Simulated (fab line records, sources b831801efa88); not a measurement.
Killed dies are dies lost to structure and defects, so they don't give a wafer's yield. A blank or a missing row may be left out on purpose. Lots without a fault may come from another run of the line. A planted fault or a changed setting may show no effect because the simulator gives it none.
fab line records | flow sky130
record lots=6 wafers=16 last_day=49
route steps=708 shown METAL4@627 VIA4@639 PAD_OPEN@708
lots that met no fault: from a run of the same line without faults
start_h: hours from the record's first day to the start of the lot's first wafer shown | wait_h: hours since the lot's step before | " the same as in the row above | L1.1+2: a row that stands for several wafers | - no value, or no start given | * or withheld: withheld | < > ~ a bound
route shown NAME@n: a module of which the file shows steps, and the number in the route of the first | usual: mean/standard deviation of fault-free wafers | same: alike in all rows | chamber/n: place in a boat | sites: the reading at each site | _std_site: their standard deviation | _edge_site: outer sites' mean less inner sites' | radius_mm: how far each site lies from the wafer's centre | mask NAME#n: copy n | behind: the tool/chamber that last shaped the wafer | hold: why the lot was held/for how many hours/how that ended | device: the transistor (n, p or np) that didn't switch | end of line: the same wafers' tests at the end of the route | a step without rows: its recipe alone | killed: dies lost to structure and defects at the first sort, not the wafer's yield | map: a wafer's dies, x killed, . not, _ none there
set.NAME: the setting as run; set.NAME@STEP: as run at that earlier step | model.NAME: the simulator's own value behind a step, which no gauge read
lots at some steps of the route; a table a step, a row a wafer
services: from which hour (start_h, from the record's first day; less than 0 if before it) a tool's chamber was out of use, for how many hours, and why
## steps
# step SKY_METAL4_PEB_11
# recipe peb_temp_c=withheld peb_time_s=withheld resist=KrF-thick
# step SKY_METAL4_DEVELOP_12
# recipe develop_time_s=60 resist=KrF-thick dev_temp_c=21
# step SKY_METAL4_CD_MEAS_13
# recipe target_cd_nm=300
# usual cd_nm=300.0/1.5
# columns lot.wafer tool chamber start_h wait_h cd_nm
L711.1 cd_sem-01 - 985.72 - 297.5
L711.2 " - " " 298.4
L711.3 " - " " 299.5
L712.1 cd_sem-01 - 993.76 - 300.8
L712.2 " - " " 301.3
L712.3 " - " " 300.4
L719.2 cd_sem-01 - 1049.50 - 300.4
L719.5 " - " " 299.9
L720.5 cd_sem-01 - 1056.49 - 298.4
L720.6 " - " " 300.7
L721.1 cd_sem-02 - 1062.63 - 300.6
L721.4 " - " " 300.5
L721.6 " - " " 301.7
L728.1 cd_sem-02 - 1103.66 - 298.7
L728.3 " - " " 298.6
L728.5 " - " " 297.4
# step SKY_METAL4_OVL_MEAS_14
# usual METAL4_OVL=-3/6.1
# columns lot.wafer tool chamber start_h wait_h METAL4_OVL[nm]
L711.1 overlay-01 - 985.84 0.1 -3
L711.2 " - " " -4
L711.3 " - " " -2
L712.1 overlay-01 - 993.88 0.1 10
L712.2 " - " " -4
L712.3 " - " " 9
L719.2 overlay-02 - 1049.61 0.1 6
L719.5 " - " " 16
L720.5 overlay-02 - 1056.55 0.0 -4
L720.6 " - " " 1
L721.1 overlay-01 - 1062.75 0.1 -2
L721.4 " - " " -7
L721.6 " - " " 6
L728.1 overlay-01 - 1103.78 0.1 -4
L728.3 " - " " -4
L728.5 " - " " -3
# step SKY_METAL4_DESCUM_15
# recipe chemistry=O2 source_power_w=150 bias_power_w=0 pressure_mtorr=10 temp_c=40 time_s=8
# usual drypump_motor_current_A=5.6/0.56 oes_product_au=1.001/0.008
# same time_s=8
# columns lot.wafer tool chamber start_h wait_h drypump_motor_current_A oes_product_au rf_hours_counter_h
L711.1 rie_metal-04 1 985.88 0.0 4.9 1.013 20
L711.2 " 0 " " 6.5 1.019 16
L711.3 " 1 " " 4.9 1.016 -
L712.1 rie_metal-01 0 993.91 0.0 5.8 1.004 13
L712.2 " 1 " " 5.0 0.993 11
L712.3 " 1 " " 4.9 0.994 -
L719.2 rie_metal-01 1 1049.64 0.0 4.9 0.997 14
L719.5 " 0 " " 5.8 1.000 -
L720.5 rie_metal-04 0 1056.61 0.0 6.5 0.996 -
L720.6 " 0 " " 6.5 0.994 -
L721.1 rie_metal-01 1 1062.79 0.0 5.0 0.999 15
L721.4 " 0 " " 5.8 0.993 -
L721.6 " 0 " " 5.8 0.990 -
L728.1 rie_metal-04 0 1103.81 0.0 6.6 1.000 25
L728.3 " 1 " " 4.9 0.997 -
L728.5 " 1 " " 4.9 1.006 -
# step SKY_METAL4_ETCH_16
# recipe chemistry=N2/H2 target=BARC ion_energy_ev=200 bias_w=100 pressure_mtorr=30 n2_flow_sccm=100 h2_flow_sccm=200 icp_w=500 stop_on=SiO2 time_s=88.2 target_depth_a=600
# usual drypump_motor_current_A=5.6/0.56 oes_product_au=0.626/0.0048 throttle_valve_pct=13.206/0.0092
# same time_s=88.2
# columns lot.wafer tool chamber start_h wait_h drypump_motor_current_A oes_product_au rf_hours_counter_h throttle_valve_pct
L711.1 rie_metal-04 1 985.91 0.0 4.9 0.621 20 13.206
L711.2 " 0 " " 6.6 0.635 16 13.193
L711.3 " 1 " " 4.9 0.630 - 13.202
L712.1 rie_metal-01 0 993.95 0.0 5.8 0.625 13 13.214
L712.2 " 1 " " 5.0 0.619 11 13.218
L712.3 " 1 " " 5.0 0.630 - 13.202
L719.2 rie_metal-01 1 1049.67 0.0 4.9 0.628 14 13.205
L719.5 " 0 " " 5.8 0.623 - 13.188
L720.5 rie_metal-04 0 1056.76 0.1 6.6 0.622 - 13.196
L720.6 " 0 " " 6.6 0.630 - 13.208
L721.1 rie_metal-01 1 1062.82 0.0 4.9 0.618 15 13.217
L721.4 " 0 " " 5.8 0.620 - 13.222
L721.6 " 0 " " 5.8 0.621 - 13.203
L728.1 rie_metal-04 0 1103.85 0.0 6.6 0.627 25 13.199
L728.3 " 1 " " 4.9 0.623 - 13.209
L728.5 " 1 " " 4.9 0.633 - 13.209
# step SKY_METAL4_ETCH_17
# recipe target=SiO2 stop_on=TiN chemistry=C4F8/O2/Ar source_w=1500 bias_w=1200 pressure_mtorr=40 c4f8_flow_sccm=withheld O2_flow_sccm=6 Ar_flow_sccm=300 time_s=3.9 target_depth_a=150
# step SKY_METAL4_METAL_ETCH_18
# recipe target_depth_a=8450 stop_on=SiO2 over_etch_frac=0.3 time_s=183.1 chemistry=Cl2/BCl3 resist_sidewall_deg=88 pressure_mtorr=10 icp_w=900 bias_w=48.5 Cl2_flow_sccm=60 bcl3_flow_sccm=30
# usual drypump_motor_current_A=5.5/0.58 oes_product_au=0.863/0.0054 throttle_valve_pct=22.264/0.0098
# same over_etch_frac=0.3 time_s=183.1
# columns lot.wafer tool chamber start_h wait_h drypump_motor_current_A oes_product_au rf_hours_counter_h throttle_valve_pct
L711.1 rie_metal-03 0 986.03 0.0 5.9 0.867 9 22.249
L711.2 " 1 " " 5.4 0.870 18 22.259
L711.3 " 0 " " 5.9 0.859 - 22.270
L712.1 rie_metal-04 1 994.06 0.0 4.9 0.867 20 22.269
L712.2 " 0 " " 6.6 0.867 16 22.269
L712.3 " 0 " " 6.6 0.865 - 22.270
L719.2 rie_metal-03 1 1049.79 0.0 5.4 0.862 22 22.264
L719.5 " 1 " " 5.3 0.847 - 22.267
L720.5 rie_metal-03 0 1056.96 0.1 5.9 0.858 - 22.262
L720.6 " 1 " " 5.4 0.858 - 22.254
L721.1 rie_metal-03 1 1062.94 0.0 5.4 0.852 23 22.253
L721.4 " 0 " " 5.9 0.854 - 22.265
L721.6 " 0 " " 5.9 0.862 - 22.257
L728.1 rie_metal-01 1 1103.96 0.0 5.0 0.861 18 22.259
L728.3 " 1 " " 4.9 0.872 - 22.281
L728.5 " 0 " " 5.8 0.855 - 22.277
# step SKY_METAL4_STRIP_19
# recipe chemistry=O2/N2 power_w=1400 pressure_mtorr=1500 platen_temp_c=withheld o2_flow_sccm=3000 n2_flow_sccm=300 overash_fraction=0.5
# usual drypump_motor_current_A=5.51/0.29 oes_product_au=0.503/0.0055 strip_time_to_endpoint_s=6.56/0.061
# columns lot.wafer tool chamber start_h wait_h drypump_motor_current_A oes_product_au rf_hours_counter_h strip_time_to_endpoint_s
L711.1 plasma_asher-02 0 986.21 0.1 5.83 0.506 56 6.59
L711.2 " 1 " " 5.09 0.512 56 6.62
L711.3 " 0 " " 5.86 0.508 - 6.64
L712.1 plasma_asher-01 0 994.24 0.1 5.33 0.500 117 6.48
L712.2 " 1 " " 5.60 0.499 117 6.52
L712.3 " 1 " " 5.59 0.501 - 6.49
L719.2 plasma_asher-02 1 1049.96 0.1 5.10 0.501 62 6.58
L719.5 " 1 " " 5.10 0.514 - 6.61
L720.5 plasma_asher-03 0 1057.09 0.1 5.70 0.492 - 6.52
L720.6 " 1 " " 5.49 0.498 - 6.54
L721.1 plasma_asher-02 1 1063.11 0.1 5.11 0.514 64 6.56
L721.4 " 1 " " 5.11 0.511 - 6.62
L721.6 " 0 " " 5.88 0.504 - 6.60
L728.1 plasma_asher-03 0 1104.14 0.1 5.73 0.510 36 6.57
L728.3 " 0 " " 5.74 0.509 - 6.59
L728.5 " 1 " " 5.49 0.500 - 6.49
# step SKY_METAL4_STRIP_20
# recipe chemistry=post_etch_residue_remover time_s=1200 temp_c=72.5
# step SKY_METAL4_CLEAN_21
# recipe chemistry=IPA time_s=180 temp_c=25
# step SKY_METAL4_CLEAN_22
# recipe chemistry=O3/DIW dry=n2_spin
# step SKY_VIA4_HDPCVD_00
# recipe material=SiO2 target_thk_nm=1750 sigma_open_frac=0.3 time_s=291.7 temp_c=400 sih4_flow_sccm=60 pressure_mtorr=6
# columns lot.wafer tool chamber start_h wait_h model.SiO2_of_VIA4_HDPCVD_00.thk_nm
L711.1 hdpcvd-01 2 986.80 0.0 1738
L711.2 " 0 " " 1743
L711.3 " 1 " " 1749
L712.1 hdpcvd-02 0 994.85 0.0 1755
L712.2 " 2 " " 1758
L712.3 " 1 " " 1762
L719.2 hdpcvd-01 2 1050.60 0.0 1745
L719.5 " 2 " " 852.3
L720.5 hdpcvd-01 2 1057.70 0.1 861.6
L720.6 " 0 " " 857.5
L721.1 hdpcvd-02 0 1064.05 0.0 1772
L721.4 " 0 " " 1769
L721.6 " 1 " " 1764
L728.1 hdpcvd-02 2 1104.75 0.0 1751
L728.3 " 1 " " 1754
L728.5 " 0 " " 1769
# step SKY_VIA4_THK_MEAS_01
# recipe reads=SiO2_of_VIA4_HDPCVD_00
# usual VIA4_HDPCVD_THK=1753/15
# columns lot.wafer tool chamber start_h wait_h hold VIA4_HDPCVD_THK[nm]
L711.1 film_metro-04 - 986.98 0.1 - 1737
L711.2 " - " " - 1742
L711.3 " - " " - 1750
L712.1 film_metro-03 - 995.03 0.1 - 1756
L712.2 " - " " - 1758
L712.3 " - " " - 1762
L719.2 film_metro-01 - 1050.78 0.1 await_dispo/0.2h/release 1746
L719.5 " - " " await_dispo/0.2h/release 852
L719.2 film_metro-01 - 1051.01 0.2 - 1744
L719.5 " - " " - 853
L720.5 film_metro-04 - 1057.83 0.0 await_dispo/0.2h/release 861
L720.6 " - " " await_dispo/0.2h/release 858
L720.5 film_metro-04 - 1058.06 0.2 - 862
L720.6 " - " " - 857
L721.1 film_metro-03 - 1064.23 0.1 - 1771
L721.4 " - " " - 1769
L721.6 " - " " - 1764
L728.1 film_metro-03 - 1104.93 0.1 - 1751
L728.3 " - " " - 1753
L728.5 " - " " - 1770
# step SKY_VIA4_CMP_02
# recipe material=SiO2 down_force_psi=4 platen_rpm=60 pad_velocity_m_s=0.94248
# usual motor_current_A=11.6/1.4
# columns lot.wafer tool chamber start_h wait_h hold motor_current_A
L711.3 cmp-02 3 987.04 0.0 - 9.7
L711.2 " 0 " " - 11.6
L711.1 " 2 " " - 11.6
L712.1 cmp-01 0 995.09 0.1 - 10.6
L712.3 " 1 " " - 12.7
L712.2 " 2 " " - 10.2
L719.2 cmp-01 1 1054.44 3.4 await_dispo/3.3h/release 13.8
L719.5 " 0 " " await_dispo/3.3h/release 10.2
L720.5 cmp-02 0 1060.39 2.3 await_dispo/1.7h/release 11.5
L720.6 " 1 " " await_dispo/1.7h/release 14.2
L721.4 cmp-01 3 1064.55 0.3 - 11.4
L721.1 " 0 " " - 10.3
L721.6 " 2 " " - 9.9
L728.1 cmp-01 1 1105.04 0.1 - 13.6
L728.3 " 2 " " - 9.6
L728.5 " 0 " " - 10.4
# step SKY_PAD_OPEN_PROBE_99
# usual defect_limited_yield=82.0/1.9 killed_at_M0_to_M3=45/6.9 killed_at_M4_up=3.0/1.7 killed_at_contacts=25/5.6 killed_at_front_end=15/4.2 killed_at_other=0.3/0.55 killed_dies=89/9.6 killed_open=49/7.2 killed_short=39/6.5
# same gross_dies=492 killed_at_back_side=0
# columns lot.wafer tool chamber start_h wait_h defect_limited_yield[%] killed_at_M0_to_M3 killed_at_M4_up killed_at_contacts killed_at_front_end killed_at_other killed_dies killed_open killed_short model.etest.tester.sort_n_pass model.etest.tester.sort_bin_3_pct model.etest.tester.sort_yield_pct model.etest.met5_comb.leak_log10_a_um model.etest.tester.sort_bin_8_pct
L711.1 prober-02 - 1080.99 0.1 78.9 47 1 31 25 0 104 56 48 388 0.6098 78.86 -11.96 0
L711.2 prober-02 - 1081.04 0.1 81.5 58 2 19 12 0 91 50 41 401 0.6098 81.5 -12.06 0
L711.3 prober-02 - 1081.09 0.2 78.3 60 3 30 14 0 107 60 47 385 0.4065 78.25 -11.95 0
L712.1 prober-01 - 1087.94 0.1 83.1 50 2 23 8 0 83 42 41 409 1.22 83.13 -11.8 0
L712.2 prober-01 - 1087.99 0.1 82.1 51 6 22 9 0 88 49 38 404 0.813 82.11 -12.09 0
L712.3 prober-01 - 1088.04 0.2 80.7 48 4 22 21 0 95 56 39 397 1.016 80.69 -12.01 0
L720.5 prober-02 - 1143.34 0.2 81.3 50 2 20 20 0 92 47 45 213 38.62 43.29 -6.965 2.626e-06
L720.6 prober-02 - 1143.39 0.2 79.7 47 3 26 23 1 100 51 49 216 35.77 43.9 -7.058 6.197e-07
L721.1 prober-01 - 1148.38 0.1 82.9 40 5 24 15 0 84 48 36 408 0.813 82.93 -12.02 0
L721.4 prober-01 - 1148.53 0.2 82.7 31 5 34 15 0 85 57 28 407 1.626 82.72 -12.12 0
L721.6 prober-01 - 1148.63 0.2 82.9 32 4 29 19 0 84 55 29 408 0.6098 82.93 -11.88 0
L728.1 prober-02 - 1183.02 0.1 78.3 58 5 30 13 1 107 52 55 385 1.423 78.25 -12.03 0
L728.3 prober-02 - 1183.12 0.2 83.1 39 1 29 14 0 83 47 35 409 1.016 83.13 -12.04 0
L728.5 prober-02 - 1183.22 0.2 79.9 47 4 29 19 0 99 51 46 393 1.016 79.88 -12 0
# killed by level:class
L711.1 VIA1:geometric_particle:open=15 FIELD_ISO:geometric_particle:short=13 VIA2:geometric_particle:open=9 CONTACT:geometric_particle:short=8 CONTACT:geometric_particle:open=8 FIELD_ISO:geometric_particle:open=7 LI_CONTACT:geometric_particle:open=7 VIA3:geometric_particle:open=5
L711.2 VIA1:geometric_particle:open=11 METAL1:geometric_particle:short=10 CONTACT:geometric_particle:open=9 VIA3:geometric_particle:open=9 VIA2:geometric_particle:open=8 METAL1:geometric_particle:open=5 VIA1:geometric_particle:short=5 POLY_GATE:geometric_particle:short=4
L711.3 CONTACT:geometric_particle:open=12 VIA3:geometric_particle:open=12 METAL2:geometric_particle:short=11 VIA2:geometric_particle:open=9 VIA1:geometric_particle:open=9 FIELD_ISO:geometric_particle:open=6 LI_CONTACT:geometric_particle:open=6 FIELD_ISO:geometric_particle:short=5
L712.1 VIA1:geometric_particle:open=10 CONTACT:geometric_particle:open=8 METAL2:geometric_particle:short=8 METAL3:geometric_particle:short=6 VIA3:geometric_particle:open=6 VIA2:geometric_particle:short=5 LI_CONTACT:geometric_particle:open=5 VIA2:geometric_particle:open=5
L712.2 VIA3:geometric_particle:open=9 VIA1:geometric_particle:open=9 LI_CONTACT:geometric_particle:open=8 CONTACT:geometric_particle:open=7 VIA1:geometric_particle:short=6 VIA2:geometric_particle:open=5 POLY_GATE:geometric_particle:short=4 LI_CONTACT:geometric_particle:short=4
L712.3 VIA1:geometric_particle:open=13 LI_CONTACT:geometric_particle:open=9 VIA2:geometric_particle:open=8 METAL1:geometric_particle:short=7 POLY_GATE:geometric_particle:open=6 VIA3:geometric_particle:open=6 POLY_GATE:geometric_particle:short=5 CONTACT:geometric_particle:open=5
L720.5 VIA2:geometric_particle:open=10 VIA1:geometric_particle:open=9 CONTACT:geometric_particle:open=8 METAL1:geometric_particle:short=7 METAL3:geometric_particle:short=6 POLY_GATE:geometric_particle:short=5 CONTACT:geometric_particle:short=5 VIA1:geometric_particle:short=5
L720.6 FIELD_ISO:geometric_particle:short=12 VIA1:geometric_particle:open=12 CONTACT:geometric_particle:open=10 FIELD_ISO:geometric_particle:open=7 VIA3:geometric_particle:open=6 CONTACT:geometric_particle:short=6 VIA2:geometric_particle:open=5 METAL2:geometric_particle:short=4
L721.1 VIA1:geometric_particle:open=10 CONTACT:geometric_particle:open=9 VIA3:geometric_particle:open=7 LOCAL_INTERCONNECT:geometric_particle:short=6 METAL2:geometric_particle:short=5 FIELD_ISO:geometric_particle:short=4 FIELD_ISO:geometric_particle:open=4 METAL1:geometric_particle:open=4
L721.4 LI_CONTACT:geometric_particle:open=17 CONTACT:geometric_particle:open=8 VIA2:geometric_particle:open=6 VIA3:geometric_particle:open=6 POLY_GATE:geometric_particle:open=5 CONTACT:geometric_particle:short=5 VIA1:geometric_particle:open=5 METAL4:geometric_particle:short=5
L721.6 CONTACT:geometric_particle:open=13 VIA1:geometric_particle:open=8 LI_CONTACT:geometric_particle:open=7 FIELD_ISO:geometric_particle:open=5 POLY_GATE:geometric_particle:open=5 VIA3:geometric_particle:open=5 VIA2:geometric_particle:open=5 POLY_GATE:geometric_particle:short=4
L728.1 VIA1:geometric_particle:open=17 LI_CONTACT:geometric_particle:open=9 CONTACT:geometric_particle:short=9 VIA3:geometric_particle:open=8 VIA1:geometric_particle:short=7 METAL1:geometric_particle:short=6 CONTACT:geometric_particle:open=5 VIA2:geometric_particle:short=5
L728.3 CONTACT:geometric_particle:open=16 VIA1:geometric_particle:open=9 VIA1:geometric_particle:short=7 VIA3:geometric_particle:open=7 VIA2:geometric_particle:open=6 FIELD_ISO:geometric_particle:short=5 METAL1:geometric_particle:short=4 LI_CONTACT:geometric_particle:open=4
L728.5 VIA1:geometric_particle:open=13 CONTACT:geometric_particle:open=8 FIELD_ISO:geometric_particle:short=8 LI_CONTACT:geometric_particle:open=7 VIA2:geometric_particle:open=7 CONTACT:geometric_particle:short=6 VIA1:geometric_particle:short=6 LI_CONTACT:geometric_particle:short=5
## services
# columns tool chamber start_h hours kind
hdpcvd-02 0 965.25 - clean
hdpcvd-02 1 965.25 - clean
hdpcvd-02 2 965.25 - clean
cmp-01 - 984.01 0.5 repair
plasma_asher-03 - 990.13 15.6 pm
cmp-01 - 994.52 0.3 repair
cmp-02 - 997.77 0.5 repair
cmp-01 - 1008.67 18.0 pm
rie_metal-04 1 1040.90 - clean
rie_metal-04 1 1040.90 23.1 scheduled_down
rie_metal-04 1 1040.90 23.1 vent_cycle
plasma_asher-01 - 1055.25 9.0 pm
plasma_asher-01 0 1055.25 9.0 vent_cycle
plasma_asher-01 1 1055.25 9.0 vent_cycle
cmp-02 - 1063.41 6.4 pm
plasma_asher-01 0 1064.25 - clean
hdpcvd-01 1 1075.22 4.9 repair
cmp-02 - 1084.19 4.0 pm
cmp-02 - 1088.19 - consumable_replace:conditioner
cmp-02 - 1088.19 - consumable_replace:pad
plasma_asher-02 - 1089.96 0.7 repair
rie_metal-03 0 1092.37 14.1 repair
cmp-02 - 1092.93 0.7 repair
cmp-02 - 1101.09 1.4 repair
## key
first_sign step=SKY_VIA4_THK_MEAS_01 reading=visit direction=added
effect step=SKY_VIA4_THK_MEAS_01 reading=VIA4_HDPCVD_THK direction=down sigmas=60 usual=1753 struck=857
model_effect step=SKY_VIA4_HDPCVD_00 value=SiO2_of_VIA4_HDPCVD_00.thk_nm without=1758 struck=857.1
model_effect step=SKY_PAD_OPEN_PROBE_99 value=etest.tester.sort_n_pass without=396 struck=214.5
met_at SKY_VIA4_HDPCVD_00
struck_wafers L719.5,L720.5,L720.6
sort_left_out L719.5
onset_between 986.80 1050.60
fault kind=process_parameter_drift tool=hdpcvd-01 chamber=- onset_h=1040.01 steps=SKY_VIA4_HDPCVD_00 channel=target_thk_nm offset=-901.14 shape=step end_h=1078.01 scope=struck_wafers_only acts_in=these_recipes_only stated=1750
# sort_left_out: the simulated sort isn't trusted on such a fault, so these wafers' sort isn't shown, and their yield isn't known
